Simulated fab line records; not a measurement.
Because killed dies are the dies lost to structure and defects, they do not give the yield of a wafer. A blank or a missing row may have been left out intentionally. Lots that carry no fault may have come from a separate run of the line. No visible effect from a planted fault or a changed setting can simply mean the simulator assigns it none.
fab line records	flow sky130
record: lots: 7	wafers: 21	last-day: 50
route steps=708 shown VT_ADJUST_HVTP@89 VT_ADJUST_LVTN@97 PAD_OPEN@708
lots that met no fault: from a run of the same line without faults
start-h: start of the lot's first displayed wafer, in hours after the record's first day	wait-h: hours elapsed since this lot's preceding step	" repeats the value in the row above	L1.1+2: a row that stands for several wafers	- no value, or no start was given	* or withheld: withheld	< > ~ a bound
route shown NAME@n: a module of which the file shows steps, and the number in the route of the first	usual: mean and standard deviation over wafers with no fault	same: alike in all rows	chamber/n: place in a boat	sites: readings site by site	_std_site: the values' standard deviation	_edge_site: mean of outer sites minus mean of inner sites	radius-mm: for every site, how far away it sits from the centre of the wafer	mask NAME#n: copy n	behind: the most recent tool/chamber to have shaped the wafer	hold: why the lot went on hold/how many hours it stayed there/how the hold came to an end	device: the n, p or np transistor that did not switch	end of line: tests run on the same wafers once the route is complete	a step given without rows: its recipe and nothing more	killed: the dies lost at the first sort to structure and to defects; this is not the yield of the wafer	map: a wafer's dies, marking killed ones x, the rest . and places with no die _
set.NAME: the run value of the setting; set.NAME@STEP: its run value at that earlier step	model.NAME: the simulator's own value behind a step, which no gauge read
lots at some steps of the route; a table a step, a row a wafer
services: from which hour (start-h, from the record's first day; less than 0 if before it) a tool's chamber was out of use, for how many hours, and why
== steps ==
step: SKY_VT_ADJUST_HVTP_EXPOSE_04
recipe: mask-id: HVTPM	na: 0.6	source-shape: conventional	sigma-outer: 0.6	polarization: unpolarized	target-cd-nm: 380	dose-mj: 140
step: SKY_VT_ADJUST_HVTP_PEB_05
recipe: temp-c: withheld	time-s: *	resist: NOVOLAK
step: SKY_VT_ADJUST_HVTP_DEVELOP_06
recipe: resist: NOVOLAK	developer: TMAH	develop-time-s: 60	dev-temp-c: 23
step: SKY_VT_ADJUST_HVTP_CD_MEAS_07
recipe: target-cd-nm: 380
usual: cd-nm: 379.0/2.4
lot.wafer	tool	chamber	start-h	wait-h	cd-nm
L535.4	cd-sem-02	-	118.47	0.1	375.1
L535.5	"	-	"	"	372.1
L535.6	"	-	"	"	374.5
L539.1	cd-sem-02	-	143.21	0.1	377.7
L539.3	"	-	"	"	381.6
L539.5	"	-	"	"	378.4
L552.1	cd-sem-02	-	226.74	0.1	380.7
L552.2	"	-	"	"	380.5
L552.4	"	-	"	"	381.5
L553.2	cd-sem-02	-	248.61	0.1	378.1
L553.3	"	-	"	"	378.6
L553.4	"	-	"	"	378.4
L554.3	cd-sem-02	-	249.85	0.1	378.4
L554.5	"	-	"	"	378.7
L554.6	"	-	"	"	379.1
L557.3	cd-sem-01	-	262.05	0.1	376.1
L557.4	"	-	"	"	377.3
L557.6	"	-	"	"	375.1
L558.1	cd-sem-02	-	265.84	0.1	381.8
L558.4	"	-	"	"	381.2
L558.6	"	-	"	"	381.6
step: SKY_VT_ADJUST_HVTP_OVL_MEAS_08
usual: VT_ADJUST_HVTP_OVL: -0.7/1.4
lot.wafer	tool	chamber	start-h	wait-h	VT_ADJUST_HVTP_OVL[nm]
L535.4	overlay-01	-	118.54	0.1	-1.8
L535.5	"	-	"	"	-0.3
L535.6	"	-	"	"	-3.1
L539.1	overlay-01	-	143.33	0.1	-2.0
L539.3	"	-	"	"	-1.7
L539.5	"	-	"	"	-1.6
L552.1	overlay-02	-	226.86	0.1	-0.1
L552.2	"	-	"	"	-1.0
L552.4	"	-	"	"	-0.3
L553.2	overlay-02	-	248.72	0.1	-2.2
L553.3	"	-	"	"	-1.7
L553.4	"	-	"	"	0.1
L554.3	overlay-02	-	249.94	0.1	1.0
L554.5	"	-	"	"	0.2
L554.6	"	-	"	"	-0.3
L557.3	overlay-01	-	262.14	0.1	-2.2
L557.4	"	-	"	"	-0.6
L557.6	"	-	"	"	-0.5
L558.1	overlay-01	-	265.96	0.1	1.4
L558.4	"	-	"	"	-0.5
L558.6	"	-	"	"	0.1
step: SKY_VT_ADJUST_HVTP_IMPLANT_09
recipe: species: As	energy-kev: 150	dose-cm2: 4.3e+12	tilt-deg: withheld
step: SKY_VT_ADJUST_HVTP_STRIP_10
recipe: chemistry: O2/N2	power-w: 1400	pressure-mtorr: 1500	platen-temp-c: withheld	o2-flow-sccm: 3000	n2-flow-sccm: 300	overash-fraction: 0.5
usual: drypump-motor-current-A: 5.8/0.6	o2-flow-sccm: 3000/9.5	oes-product-au: 0.715/0.0047	strip-time-to-endpoint-s: 14.19/0.044
lot.wafer	tool	chamber	start-h	wait-h	drypump-motor-current-A	o2-flow-sccm	oes-product-au	rf-hours-counter-h	strip-time-to-endpoint-s
L535.4	plasma-asher-01	0	118.75	0.1	5.3	3006	0.725	-	14.16
L535.5	"	1	"	"	6.6	3011	0.721	-	14.17
L535.6	"	0	"	"	5.3	3015	0.716	-	14.18
L539.1	plasma-asher-03	1	143.51	0.1	6.5	3007	0.717	2	14.20
L539.3	"	1	"	"	6.6	2997	0.716	-	14.20
L539.5	"	1	"	"	6.5	3010	0.721	-	14.19
L552.1	plasma-asher-01	1	227.05	0.1	6.5	3007	0.709	52	14.16
L552.2	"	0	"	"	5.3	3016	0.710	52	14.20
L552.4	"	0	"	"	5.3	3026	0.712	-	14.15
L553.2	plasma-asher-03	0	248.90	0.1	5.2	2999	0.720	13	14.20
L553.3	"	0	"	"	5.2	2999	0.717	-	14.21
L553.4	"	1	"	"	6.5	3000	0.721	-	14.18
L554.3	plasma-asher-02	1	250.15	0.1	5.1	3011	0.728	-	14.25
L554.5	"	1	"	"	5.1	3006	0.708	-	14.23
L554.6	"	0	"	"	6.0	3016	0.721	-	14.23
L557.3	plasma-asher-02	1	262.35	0.1	5.1	2987	0.711	-	14.20
L557.4	"	0	"	"	6.0	3000	0.718	-	14.15
L557.6	"	0	"	"	6.1	2985	0.708	-	14.18
L558.1	plasma-asher-02	1	266.15	0.1	5.1	3006	0.718	58	14.25
L558.4	"	1	"	"	5.1	2994	0.711	-	14.22
L558.6	"	0	"	"	6.1	3017	0.718	-	14.19
step: SKY_VT_ADJUST_HVTP_TW_MEAS_11
usual: VT_ADJUST_HVTP_TW: 1333/9.4
lot.wafer	tool	chamber	start-h	wait-h	VT_ADJUST_HVTP_TW
L535.4	film-metro-03	-	118.84	0.1	1321
L535.5	"	-	"	"	1319
L535.6	"	-	"	"	1328
L539.1	film-metro-03	-	143.61	0.1	1321
L539.3	"	-	"	"	1323
L539.5	"	-	"	"	1325
L552.1	film-metro-02	-	227.15	0.1	1336
L552.2	"	-	"	"	1341
L552.4	"	-	"	"	1339
L553.2	film-metro-03	-	249.01	0.1	1320
L553.3	"	-	"	"	1320
L553.4	"	-	"	"	1315
L554.3	film-metro-04	-	250.23	0.1	1340
L554.5	"	-	"	"	1340
L554.6	"	-	"	"	1340
L557.3	film-metro-02	-	262.43	0.1	1334
L557.4	"	-	"	"	1337
L557.6	"	-	"	"	1339
L558.1	film-metro-02	-	266.25	0.1	1341
L558.4	"	-	"	"	1337
L558.6	"	-	"	"	1339
step: SKY_VT_ADJUST_LVTN_DEHYDRATE_00
recipe: temp-c: 200	time-s: 60
step: SKY_VT_ADJUST_LVTN_HMDS_01
recipe: prime-time-s: 60	prime-temp-c: 120
step: SKY_VT_ADJUST_LVTN_COAT_02
recipe: spin-rpm: 2000	resist-thk-nm: 3000
step: SKY_VT_ADJUST_LVTN_SOFTBAKE_03
recipe: temp-c: 110	time-s: withheld
step: SKY_VT_ADJUST_LVTN_EXPOSE_04
recipe: mask-id: NWM_COMPLEMENT_LESS_NATIVE	na: 0.6	source-shape: conventional	sigma-outer: 0.6	polarization: unpolarized	target-cd-nm: 840	dose-mj: 194
same: sigma-outer: 0.6
lot.wafer	tool	chamber	start-h	wait-h	mask	model.VT_ADJUST_LVTN.overlay-x-nm
L535.4+5+6	iline-stepper-02	0	128.77	-	NWM_COMPLEMENT_LESS_NATIVE#0	0.2439
L539.1+3+5	iline-stepper-01	0	153.18	-	NWM_COMPLEMENT_LESS_NATIVE#0	0.4731
L552.1+2+4	iline-stepper-01	0	238.05	-	NWM_COMPLEMENT_LESS_NATIVE#0	0.8506
L553.2+3+4	iline-stepper-01	0	259.86	-	NWM_COMPLEMENT_LESS_NATIVE#0	0.7918
L554.3+5+6	iline-stepper-01	0	262.08	-	NWM_COMPLEMENT_LESS_NATIVE#0	0.764
L557.3+4+6	iline-stepper-02	0	274.69	-	NWM_COMPLEMENT_LESS_NATIVE#0	0.6685
L558.1+4+6	iline-stepper-02	0	278.35	-	NWM_COMPLEMENT_LESS_NATIVE#0	-0.7817
step: SKY_VT_ADJUST_LVTN_PEB_05
recipe: temp-c: 115	time-s: withheld
step: SKY_PAD_OPEN_PROBE_99
usual: killed_at_M0_to_M3: 43/7.2	killed_at_M4_up: 3.3/1.8	killed-at-contacts: 23/5.5	killed-at-front-end: 16/5.1	killed-at-other: 0.4/0.65	killed-dies: 85/10	killed-open: 46/7.1	killed-short: 38/7.2
same: gross-dies: 492	killed-at-back-side: 0
lot.wafer	tool	chamber	start-h	wait-h	killed_at_M0_to_M3	killed_at_M4_up	killed-at-contacts	killed-at-front-end	killed-at-other	killed-dies	killed-open	killed-short
L535.4	prober-02	-	1068.73	0.2	31	6	26	23	0	86	53	33
L535.5	prober-02	-	1068.78	0.2	45	2	25	14	1	87	41	46
L535.6	prober-02	-	1068.83	0.2	43	4	26	16	1	90	49	40
L539.1	prober-01	-	1107.75	0.1	48	6	24	10	0	88	55	33
L539.3	prober-01	-	1107.85	0.2	38	5	26	27	0	96	45	50
L539.5	prober-01	-	1107.95	0.2	50	1	32	22	3	108	65	41
L552.1	prober-02	-	1166.40	0.1	45	3	19	15	0	82	42	40
L552.2	prober-02	-	1166.45	0.1	40	4	20	13	0	77	38	39
L552.4	prober-02	-	1166.55	0.2	34	5	19	8	0	66	41	25
L553.2	prober-01	-	1179.62	0.1	44	4	23	18	0	89	53	36
L553.3	prober-01	-	1179.67	0.2	46	0	17	15	1	79	39	40
L553.4	prober-01	-	1179.72	0.2	41	4	26	19	0	90	54	36
L554.3	prober-02	-	1183.15	0.2	49	3	23	12	0	87	47	39
L554.5	prober-02	-	1183.25	0.2	39	5	20	13	0	77	40	37
L554.6	prober-02	-	1183.30	0.2	39	2	15	9	0	65	39	26
L557.3	prober-01	-	1191.86	0.2	34	4	31	17	0	86	38	48
L557.4	prober-01	-	1191.91	0.2	26	1	38	14	0	79	47	32
L557.6	prober-01	-	1192.01	0.2	47	3	28	17	0	95	48	47
L558.1	prober-02	-	1193.13	0.1	47	2	19	29	0	97	47	49
L558.4	prober-02	-	1193.28	0.2	42	3	25	11	0	81	44	37
L558.6	prober-02	-	1193.38	0.2	37	1	16	10	0	64	38	25
killed by level:class
L535.4 LI_CONTACT:geometric-particle:open=11 POLY_GATE:geometric-particle:open=8 VIA2:geometric-particle:open=7 CONTACT:geometric-particle:open=6 VIA3:geometric-particle:open=5 FIELD_ISO:geometric-particle:open=4 FIELD_ISO:geometric-particle:short=4 LOCAL_INTERCONNECT:geometric-particle:short=4
L535.5 CONTACT:geometric-particle:open=10 CONTACT:geometric-particle:short=9 METAL1:geometric-particle:short=8 VIA3:geometric-particle:open=8 VIA1:geometric-particle:open=7 FIELD_ISO:geometric-particle:short=5 VIA1:geometric-particle:short=5 VIA3:geometric-particle:short=5
L535.6 VIA1:geometric-particle:open=12 LI_CONTACT:geometric-particle:open=7 CONTACT:geometric-particle:open=7 VIA3:geometric-particle:open=6 METAL1:geometric-particle:short=5 VIA2:geometric-particle:short=5 FIELD_ISO:geometric-particle:open=4 LI_CONTACT:geometric-particle:short=4
L539.1 VIA1:geometric-particle:open=17 VIA3:geometric-particle:open=11 CONTACT:geometric-particle:open=11 CONTACT:geometric-particle:short=6 METAL2:geometric-particle:short=6 VIA1:geometric-particle:short=5 LI_CONTACT:geometric-particle:open=4 METAL4:geometric-particle:short=4
L539.3 CONTACT:geometric-particle:open=12 FIELD_ISO:geometric-particle:short=9 VIA1:geometric-particle:open=9 POLY_GATE:geometric-particle:short=6 VIA2:geometric-particle:open=6 LI_CONTACT:geometric-particle:open=5 METAL2:geometric-particle:short=5 VIA2:geometric-particle:short=5
L539.5 VIA1:geometric-particle:open=14 VIA2:geometric-particle:open=13 CONTACT:geometric-particle:open=12 POLY_GATE:geometric-particle:open=8 VIA1:geometric-particle:short=8 CONTACT:geometric-particle:short=7 LI_CONTACT:geometric-particle:open=6 LOCAL_INTERCONNECT:geometric-particle:short=5
L552.1 VIA1:geometric-particle:open=8 VIA2:geometric-particle:open=7 CONTACT:geometric-particle:open=7 VIA1:geometric-particle:short=7 VIA3:geometric-particle:short=5 FIELD_ISO:geometric-particle:short=4 POLY_GATE:geometric-particle:open=4 LI_CONTACT:geometric-particle:open=4
L552.2 FIELD_ISO:geometric-particle:open=8 VIA1:geometric-particle:open=8 LOCAL_INTERCONNECT:geometric-particle:short=7 VIA3:geometric-particle:open=7 METAL1:geometric-particle:short=6 VIA1:geometric-particle:short=6 LI_CONTACT:geometric-particle:open=5 CONTACT:geometric-particle:short=5
L552.4 CONTACT:geometric-particle:open=8 VIA3:geometric-particle:open=7 VIA1:geometric-particle:open=7 LI_CONTACT:geometric-particle:short=4 VIA2:geometric-particle:open=4 METAL1:geometric-particle:short=4 FIELD_ISO:geometric-particle:open=3 LI_CONTACT:geometric-particle:open=3
L553.2 VIA1:geometric-particle:open=13 CONTACT:geometric-particle:open=10 LI_CONTACT:geometric-particle:open=9 VIA2:geometric-particle:open=7 METAL1:geometric-particle:short=6 FIELD_ISO:geometric-particle:open=5 VIA1:geometric-particle:short=5 VIA3:geometric-particle:open=5
L553.3 VIA1:geometric-particle:open=11 POLY_GATE:geometric-particle:short=6 LI_CONTACT:geometric-particle:open=6 METAL2:geometric-particle:short=6 FIELD_ISO:geometric-particle:open=5 VIA2:geometric-particle:open=5 VIA1:geometric-particle:short=5 VIA3:geometric-particle:open=5
L553.4 LI_CONTACT:geometric-particle:open=10 VIA3:geometric-particle:open=10 POLY_GATE:geometric-particle:short=8 CONTACT:geometric-particle:open=8 VIA1:geometric-particle:open=8 VIA2:geometric-particle:open=6 FIELD_ISO:geometric-particle:open=5 LOCAL_INTERCONNECT:geometric-particle:short=4
L554.3 VIA1:geometric-particle:open=19 METAL1:geometric-particle:short=9 CONTACT:geometric-particle:short=9 VIA3:geometric-particle:open=7 LI_CONTACT:geometric-particle:open=5 CONTACT:geometric-particle:open=5 FIELD_ISO:geometric-particle:short=4 POLY_GATE:geometric-particle:open=4
L554.5 VIA1:geometric-particle:open=11 CONTACT:geometric-particle:open=6 METAL1:geometric-particle:short=6 VIA2:geometric-particle:open=6 POLY_GATE:geometric-particle:short=5 LI_CONTACT:geometric-particle:open=5 CONTACT:geometric-particle:short=5 VIA3:geometric-particle:short=4
L554.6 VIA1:geometric-particle:open=10 VIA2:geometric-particle:open=8 VIA3:geometric-particle:open=8 CONTACT:geometric-particle:open=5 POLY_GATE:geometric-particle:short=4 CONTACT:geometric-particle:short=4 METAL1:geometric-particle:short=4 VIA1:geometric-particle:short=4
L557.3 CONTACT:geometric-particle:open=10 LI_CONTACT:geometric-particle:short=7 VIA3:geometric-particle:open=7 CONTACT:geometric-particle:short=6 METAL2:geometric-particle:short=6 POLY_GATE:geometric-particle:short=5 VIA1:geometric-particle:open=5 POLY_GATE:geometric-particle:open=4
L557.4 CONTACT:geometric-particle:open=15 LI_CONTACT:geometric-particle:open=12 POLY_GATE:geometric-particle:short=6 LOCAL_INTERCONNECT:geometric-particle:short=5 VIA1:geometric-particle:open=4 VIA1:geometric-particle:short=4 METAL2:geometric-particle:short=4 POLY_GATE:geometric-particle:open=3
L557.6 CONTACT:geometric-particle:open=10 VIA1:geometric-particle:open=10 METAL1:geometric-particle:short=9 POLY_GATE:geometric-particle:open=7 LI_CONTACT:geometric-particle:open=7 FIELD_ISO:geometric-particle:short=4 LI_CONTACT:geometric-particle:short=4 VIA3:geometric-particle:short=4
L558.1 FIELD_ISO:geometric-particle:short=10 METAL1:geometric-particle:short=8 FIELD_ISO:geometric-particle:open=7 CONTACT:geometric-particle:open=7 VIA1:geometric-particle:open=7 VIA2:geometric-particle:open=6 LOCAL_INTERCONNECT:geometric-particle:short=5 VIA1:geometric-particle:short=5
L558.4 CONTACT:geometric-particle:open=7 LI_CONTACT:geometric-particle:open=7 VIA1:geometric-particle:open=7 VIA2:geometric-particle:open=6 VIA3:geometric-particle:open=5 LOCAL_INTERCONNECT:geometric-particle:short=5 VIA3:geometric-particle:short=5 METAL1:geometric-particle:short=5
L558.6 VIA1:geometric-particle:open=11 CONTACT:geometric-particle:open=8 METAL1:geometric-particle:short=7 VIA2:geometric-particle:short=5 VIA2:geometric-particle:open=4 POLY_GATE:geometric-particle:open=3 LOCAL_INTERCONNECT:geometric-particle:short=3 CONTACT:geometric-particle:short=3
== services ==
tool	chamber	start-h	hours	kind
plasma-asher-03	-	108.75	9.0	pm
plasma-asher-03	0	108.75	9.0	vent-cycle
plasma-asher-03	1	108.75	9.0	vent-cycle
plasma-asher-03	0	117.75	-	clean
plasma-asher-03	1	117.75	-	clean
iline-stepper-01	-	138.36	4.0	repair
plasma-asher-03	-	155.63	0.4	repair
iline-stepper-01	0	175.02	-	calibration
plasma-asher-03	-	187.49	3.5	repair
plasma-asher-03	-	189.19	2.4	repair
iline-stepper-02	0	242.17	-	calibration
iline-stepper-01	-	255.76	1.7	pm
iline-stepper-01	-	277.87	2.1	pm
== key ==
first-sign none at tools or gauges
model-effect: step: SKY_VT_ADJUST_LVTN_EXPOSE_04	value: VT_ADJUST_LVTN.overlay-x-nm	without: -0.486	struck: 0.8022
met-at SKY_VT_ADJUST_LVTN_EXPOSE_04
struck-wafers L552.1,L552.2,L552.4,L553.2,L553.3,L553.4,L554.3,L554.5,L554.6
tester-left-out L552,L553,L554
onset-between 153.18 238.05
fault: kind: scanner-matching-overlay	tool: iline-stepper-01	chamber: -	onset-h: 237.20	steps: SKY_VT_ADJUST_LVTN_EXPOSE_04	offset: 1.2881
tester-left-out: of these lots the tester's yield and bins aren't shown, on N5 and GAA mostly nor the transistor test; their killed dies are dies lost to structure and defects alone, not to doping, threshold or leakage, so they don't give the yield
